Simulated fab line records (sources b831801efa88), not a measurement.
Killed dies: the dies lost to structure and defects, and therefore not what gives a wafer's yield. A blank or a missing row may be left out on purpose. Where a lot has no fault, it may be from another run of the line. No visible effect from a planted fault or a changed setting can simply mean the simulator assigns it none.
fab line records	flow sky130
record lots=11	wafers=33	last-day=49
route steps=708 shown LI_CONTACT@362 VIA2@521 VIA3@597 CAP2M@603
lots untouched by any fault: they come from a run of this same line in which no faults occurred
start-h: start of the lot's first displayed wafer, in hours after the record's first day	wait-h: hours elapsed since this lot's preceding step	" unchanged from the row above	L1.1+2: several wafers, shown together as one row	- value missing, or start not given	* or withheld: withheld	< > ~ a bound
route shown NAME@n: a module of which the file shows steps, and the number in the route of the first	usual: mean/standard deviation taken from wafers without a fault	same: alike in all rows	chamber/n: place in a boat	sites: the reading at each site	_std_site: the standard deviation of these	_edge_site: mean of outer sites minus mean of inner sites	radius-mm: how far each site lies from the wafer's centre	mask NAME#n: copy n	behind: the tool/chamber that last shaped the wafer	hold: reason for holding the lot/hours on hold/outcome of the hold	device: names the non-switching transistor (n, p or np)	end of line: the same wafers' tests at the end of the route	where a step has no rows: the recipe by itself	killed: count of dies lost to structure and defects at first sort (not the wafer's yield)	map: shows each die of a wafer: x if killed, . if not, _ if none is there
set.NAME: the setting that was run; set.NAME@STEP: the one run at that earlier step	model.NAME: the simulator's own value behind a step, which no gauge read
a sample of lots followed through the steps of the route, with each step as a table and each wafer as a row
services: a tool's chamber out of use, with start hour (start-h, from the record's first day; less than 0 if before it), hours out, and reason
## steps
# step SKY_LI_CONTACT_HDPCVD_00
# recipe material=PSG	target-thk-nm=930	sigma-open-frac=0.3	time-s=155	temp-c=600	sih4-flow-sccm=60	pressure-mtorr=6
# usual pressure-mtorr=6.000/0.013
lot.wafer	tool	chamber	start-h	wait-h	pressure-mtorr
L987.2	hdpcvd-01	1	668.06	0.0	5.993
L987.3	"	2	"	"	6.016
L987.4	"	1	"	"	5.995
L988.1	hdpcvd-02	0	681.41	0.0	6.003
L988.4	"	1	"	"	5.994
L988.6	"	0	"	"	5.989
L990.1	hdpcvd-02	0	700.06	0.0	5.967
L990.4	"	2	"	"	5.990
L990.6	"	1	"	"	5.997
L991.2	hdpcvd-01	2	700.28	0.0	6.016
L991.4	"	2	"	"	6.033
L991.6	"	1	"	"	6.012
L992.1	hdpcvd-02	2	706.83	0.0	5.999
L992.3	"	1	"	"	6.001
L992.6	"	0	"	"	5.995
L994.2	hdpcvd-01	2	718.72	0.0	5.987
L994.5	"	1	"	"	6.018
L994.6	"	0	"	"	6.011
L996.2	hdpcvd-02	1	745.53	0.0	6.007
L996.3	"	2	"	"	5.988
L996.6	"	0	"	"	6.005
L100.1	hdpcvd-01	0	773.18	0.0	6.023
L100.2	"	2	"	"	6.009
L100.3	"	1	"	"	5.993
L101.4	hdpcvd-02	1	779.64	0.1	5.992
L101.5	"	0	"	"	5.995
L101.6	"	2	"	"	5.995
L102.3	hdpcvd-02	1	784.31	0.0	5.991
L102.4	"	2	"	"	5.977
L102.5	"	1	"	"	6.004
L103.2	hdpcvd-02	1	790.18	0.0	6.006
L103.3	"	0	"	"	5.986
L103.4	"	1	"	"	6.005
# step SKY_LI_CONTACT_THK_MEAS_01
# recipe reads=PSG_of_LI_CONTACT_HDPCVD_00
# usual LI_CONTACT_HDPCVD_THK=925/10
lot.wafer	tool	chamber	start-h	wait-h	LI_CONTACT_HDPCVD_THK[nm]
L987.2	film-metro-01	-	668.18	0.1	936
L987.3	"	-	"	"	926
L987.4	"	-	"	"	928
L988.1	film-metro-04	-	681.51	0.1	916
L988.4	"	-	"	"	932
L988.6	"	-	"	"	922
L990.1	film-metro-02	-	700.17	0.1	918
L990.4	"	-	"	"	918
L990.6	"	-	"	"	921
L991.2	film-metro-02	-	700.39	0.1	932
L991.4	"	-	"	"	930
L991.6	"	-	"	"	917
L992.1	film-metro-01	-	706.93	0.1	928
L992.3	"	-	"	"	936
L992.6	"	-	"	"	923
L994.2	film-metro-04	-	718.83	0.1	917
L994.5	"	-	"	"	907
L994.6	"	-	"	"	928
L996.2	film-metro-01	-	745.65	0.1	921
L996.3	"	-	"	"	924
L996.6	"	-	"	"	925
L100.1	film-metro-04	-	773.29	0.1	946
L100.2	"	-	"	"	934
L100.3	"	-	"	"	913
L101.4	film-metro-04	-	779.72	0.0	936
L101.5	"	-	"	"	922
L101.6	"	-	"	"	915
L102.3	film-metro-01	-	784.44	0.1	1561
L102.4	"	-	"	"	1550
L102.5	"	-	"	"	927
L103.2	film-metro-04	-	790.29	0.1	933
L103.3	"	-	"	"	1558
L103.4	"	-	"	"	1570
# step SKY_LI_CONTACT_CMP_02
# recipe material=PSG	down-force-psi=4	platen-rpm=60	pad-velocity-m-s=0.94248
# usual motor-current-A=11.7/0.89	platen-rpm=60.00/0.038	time-to-endpoint-s=31.2/2.3
lot.wafer	tool	chamber	start-h	wait-h	motor-current-A	platen-rpm	time-to-endpoint-s
L987.4	cmp-01	1	668.23	0.0	12.6	59.94	32.1
L987.2	"	2	"	"	11.6	60.14	33.8
L987.3	"	0	"	"	11.1	60.05	30.5
L988.4	cmp-02	2	681.67	0.1	10.8	60.00	33.2
L988.1	"	3	"	"	10.7	59.95	29.2
L988.6	"	0	"	"	13.4	60.00	30.6
L990.4	cmp-02	0	700.23	0.0	13.6	60.02	28.5
L990.1	"	3	"	"	10.4	59.99	28.3
L990.6	"	0	"	"	13.3	60.00	26.3
L991.2	cmp-02	3	700.58	0.2	10.8	59.99	31.0
L991.4	"	0	"	"	14.2	60.00	31.4
L991.6	"	3	"	"	11.0	59.97	31.0
L992.1	cmp-01	2	707.09	0.1	11.6	60.04	31.7
L992.3	"	3	"	"	12.4	60.03	33.4
L992.6	"	1	"	"	11.6	60.03	30.3
L994.2	cmp-02	0	719.03	0.2	14.0	59.98	29.4
L994.6	"	1	"	"	12.0	60.05	34.4
L994.5	"	2	"	"	10.4	60.02	31.4
L996.3	cmp-02	1	745.75	0.1	11.6	60.05	29.3
L996.2	"	3	"	"	11.0	59.98	29.9
L996.6	"	0	"	"	13.9	60.01	28.2
L100.3	cmp-01	1	773.35	0.0	12.1	60.03	28.6
L100.2	"	2	"	"	11.0	60.08	33.5
L100.1	"	0	"	"	11.0	59.99	31.5
L101.4	cmp-01	2	779.85	0.1	11.5	60.08	33.1
L101.5	"	0	"	"	11.4	59.98	29.3
L101.6	"	1	"	"	12.5	59.95	26.2
L102.4	cmp-02	0	784.58	0.1	12.7	59.98	86.1
L102.3	"	1	"	"	11.9	59.97	97.1
L102.5	"	3	"	"	10.8	59.95	31.8
L103.3	cmp-02	3	790.34	0.0	11.0	59.95	87.8
L103.4	"	0	"	"	13.1	60.00	87.7
L103.2	"	2	"	"	10.9	60.04	28.8
# step SKY_VIA2_ETCH_14
# recipe chemistry=N2/H2	target=BARC	ion-energy-ev=200	source-w=500	bias-w=100	pressure-mtorr=30	n2-flow-sccm=100	h2-flow-sccm=200	stop-on=SiO2	time-s=45.9	target-depth-a=600
# usual drypump-motor-current-A=5.7/0.47	oes-product-au=0.854/0.0045	throttle-valve-pct=13.225/0.0097
lot.wafer	tool	chamber	start-h	wait-h	drypump-motor-current-A	oes-product-au	rf-hours-counter-h	throttle-valve-pct
L987.2	rie-diel-04	3	871.70	0.0	5.9	0.849	17	13.222
L987.3	"	2	"	"	5.4	0.857	11	13.212
L987.4	"	0	"	"	6.3	0.856	-	13.225
L988.1	rie-diel-04	3	884.72	0.0	5.9	0.845	17	13.237
L988.4	"	2	"	"	5.4	0.850	-	13.211
L988.6	"	3	"	"	5.9	0.852	-	13.221
L990.1	rie-diel-02	0	900.28	0.0	5.3	0.863	20	13.228
L990.4	"	1	"	"	5.1	0.859	10	13.235
L990.6	"	3	"	"	5.2	0.848	-	13.226
L991.2	rie-diel-04	2	901.62	0.0	5.4	0.856	11	13.229
L991.4	"	3	"	"	5.9	0.858	18	13.219
L991.6	"	0	"	"	6.2	0.858	-	13.221
L992.1	rie-diel-04	2	907.27	0.0	5.4	0.852	12	13.222
L992.3	"	3	"	"	5.9	0.851	18	13.231
L992.6	"	3	"	"	5.9	0.847	-	13.229
L994.2	rie-diel-04	3	918.18	0.0	5.9	0.855	18	13.217
L994.5	"	1	"	"	4.8	0.856	-	13.221
L994.6	"	2	"	"	5.4	0.856	-	13.226
L996.2	rie-diel-01	1	940.47	0.0	6.3	0.854	18	13.218
L996.3	"	0	"	"	5.8	0.852	3	13.242
L996.6	"	1	"	"	6.3	0.852	-	13.234
L100.1	rie-diel-01	3	966.58	0.0	5.9	0.853	11	13.221
L100.2	"	0	"	"	5.8	0.854	4	13.219
L100.3	"	2	"	"	5.9	0.857	18	13.241
L101.4	rie-diel-04	0	974.47	0.0	6.3	0.852	15	13.209
L101.5	"	3	"	"	5.9	0.860	-	13.223
L101.6	"	2	"	"	5.4	0.859	-	13.227
L102.3	rie-diel-01	0	979.38	0.0	5.8	0.848	4	13.241
L102.4	"	1	"	"	6.3	0.853	19	13.228
L102.5	"	0	"	"	5.8	0.855	-	13.205
L103.2	rie-diel-01	3	981.77	0.0	5.9	0.853	11	13.215
L103.3	"	1	"	"	6.3	0.848	19	13.228
L103.4	"	0	"	"	5.8	0.861	5	13.217
# step SKY_VIA3_CMP_24
# recipe stop-on=SiO2	t-overpolish-s=20	down-force-psi=3.5	platen-rpm=60	target-thk-nm=0	pad-velocity-m-s=0.94248
# usual motor-current-A=10.8/0.76	overpolish-run-s=20.000/0.01	platen-rpm=60.01/0.042	time-to-endpoint-s=92/3.5
lot.wafer	tool	chamber	start-h	wait-h	motor-current-A	overpolish-run-s	platen-rpm	time-to-endpoint-s
L987.3	cmp-02	3	953.63	0.0	9.7	19.999	60.00	90
L987.4	"	0	"	"	12.1	19.981	60.06	90
L987.2	"	1	"	"	11.4	19.999	59.98	90
L988.1	cmp-01	1	966.49	0.1	11.1	20.014	59.97	90
L988.4	"	2	"	"	10.3	19.999	59.98	97
L988.6	"	3	"	"	12.0	20.005	59.97	93
L990.1	cmp-02	1	981.66	0.1	10.4	20.001	59.99	99
L990.4	"	2	"	"	10.6	19.999	59.97	94
L990.6	"	1	"	"	10.5	20.000	60.00	95
L991.2	cmp-01	1	982.30	0.3	10.9	19.995	60.01	92
L991.4	"	3	"	"	12.0	20.001	60.00	94
L991.6	"	1	"	"	11.7	19.992	60.03	94
L992.1	cmp-02	1	986.25	0.1	10.6	20.010	59.99	98
L992.3	"	3	"	"	9.5	20.010	59.86	95
L992.6	"	0	"	"	12.1	19.997	60.00	92
L994.2	cmp-01	2	998.76	0.1	10.5	20.004	59.95	98
L994.5	"	0	"	"	10.6	20.002	59.98	98
L994.6	"	1	"	"	10.9	19.990	59.98	95
L996.2	cmp-02	0	1019.68	0.0	11.6	20.003	59.99	93
L996.3	"	3	"	"	10.2	20.012	60.04	90
L996.6	"	1	"	"	10.1	19.982	60.01	96
L100.1	cmp-01	1	1044.34	0.1	10.9	19.999	60.04	88
L100.3	"	2	"	"	10.3	19.992	59.97	95
L100.2	"	3	"	"	11.5	20.006	60.02	86
L101.4	cmp-02	2	1050.76	0.1	10.1	19.981	59.92	88
L101.6	"	1	"	"	10.6	20.004	60.01	94
L101.5	"	2	"	"	10.3	19.996	59.98	92
L102.4	cmp-01	0	1055.75	0.1	10.4	20.009	60.03	93
L102.3	"	1	"	"	10.7	20.010	60.00	85
L102.5	"	0	"	"	10.3	19.986	60.00	88
L103.4	cmp-01	0	1058.51	0.1	10.7	19.998	60.04	90
L103.3	"	1	"	"	11.6	20.005	59.97	90
L103.2	"	2	"	"	10.2	20.003	60.04	95
# step SKY_CAP2M_CVD_00
# recipe material=SiO2	target-thk-nm=15.5	temp-c=400	time-s=withheld	rf-w=450
# usual heater-power-outer-w=455/42	heater-power-w=771/67
lot.wafer	tool	chamber	start-h	wait-h	heater-power-outer-w	heater-power-w
L987.2	pecvd-02	1	954.08	0.0	421	799
L987.3	"	2	"	"	520	836
L987.4	"	1	"	"	428	810
L988.1	pecvd-04	0	966.84	0.0	501	849
L988.4	"	1	"	"	447	772
L988.6	"	1	"	"	449	783
L990.1	pecvd-03	1	982.12	0.0	448	800
L990.4	"	2	"	"	544	791
L990.6	"	1	"	"	455	801
L991.2	pecvd-04	0	982.75	0.0	453	777
L991.4	"	0	"	"	450	783
L991.6	"	1	"	"	371	663
L992.1	pecvd-02	0	986.65	0.0	409	715
L992.3	"	0	"	"	412	694
L992.6	"	0	"	"	411	703
L994.2	pecvd-03	0	999.11	0.0	437	807
L994.5	"	1	"	"	472	799
L994.6	"	0	"	"	433	804
L996.2	pecvd-03	2	1020.16	0.0	466	675
L996.3	"	2	"	"	464	689
L996.6	"	1	"	"	488	839
L100.1	pecvd-04	2	1044.75	0.0	372	623
L100.2	"	0	"	"	474	820
L100.3	"	2	"	"	377	622
L101.4	pecvd-04	0	1051.18	0.0	434	757
L101.5	"	2	"	"	444	730
L101.6	"	1	"	"	426	734
L102.3	pecvd-02	2	1056.15	0.0	471	794
L102.4	"	1	"	"	434	828
L102.5	"	0	"	"	438	719
L103.2	pecvd-03	1	1058.91	0.0	447	782
L103.3	"	0	"	"	404	747
L103.4	"	1	"	"	464	805
## services
tool	chamber	start-h	hours	kind
cmp-01	-	663.25	1.7	repair
cmp-01	-	673.23	2.2	repair
hdpcvd-02	-	701.15	2.8	pm
cmp-01	-	722.92	1.6	repair
cmp-01	-	749.50	4.0	pm
cmp-02	-	773.32	1.6	repair
cmp-02	-	844.01	6.1	repair
cmp-01	-	853.43	0.9	repair
cmp-02	-	862.74	19.6	pm
hdpcvd-02	1	872.82	2.2	repair
cmp-01	-	882.59	5.5	pm
cmp-02	-	892.65	5.4	pm
hdpcvd-02	2	892.97	11.5	repair
cmp-02	-	912.07	4.0	pm
cmp-02	-	912.90	1.0	repair
cmp-01	-	916.07	5.4	pm
cmp-02	-	922.56	6.5	repair
hdpcvd-02	-	950.25	15.0	pm
cmp-01	-	967.33	6.7	repair
hdpcvd-02	-	981.47	1.0	repair
cmp-02	-	982.08	4.1	repair
cmp-02	-	1002.20	1.0	repair
hdpcvd-02	2	1014.13	6.5	repair
cmp-02	-	1036.19	1.2	repair
## key
first-sign step=SKY_LI_CONTACT_THK_MEAS_01	reading=LI_CONTACT_HDPCVD_THK	direction=up	sigmas=64	usual=925	struck=1560
effect step=SKY_LI_CONTACT_CMP_02	reading=time-to-endpoint-s	direction=up	sigmas=26	usual=*	struck=*
met-at SKY_LI_CONTACT_HDPCVD_00
struck-lots L102,L103
struck-wafers L102.3,L102.4,L103.3,L103.4
tester-left-out L102,L103
not-acting-at SKY_VIA2_ETCH_14,SKY_VIA3_CMP_24,SKY_CAP2M_CVD_00
onset-between 779.64 784.31
fault kind=process-parameter-drift	tool=hdpcvd-02	chamber=-	onset-h=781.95	steps=SKY_LI_CONTACT_HDPCVD_00	channel=target-thk-nm	offset=636.14	shape=step	end-h=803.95	scope=struck-wafers-only	acts-in=these-recipes-only	stated=930
# tester-left-out: of these lots the tester's yield and bins aren't shown, on N5 and GAA mostly nor the transistor test; their killed dies are dies lost to structure and defects alone, not to doping, threshold or leakage, so they don't give the yield
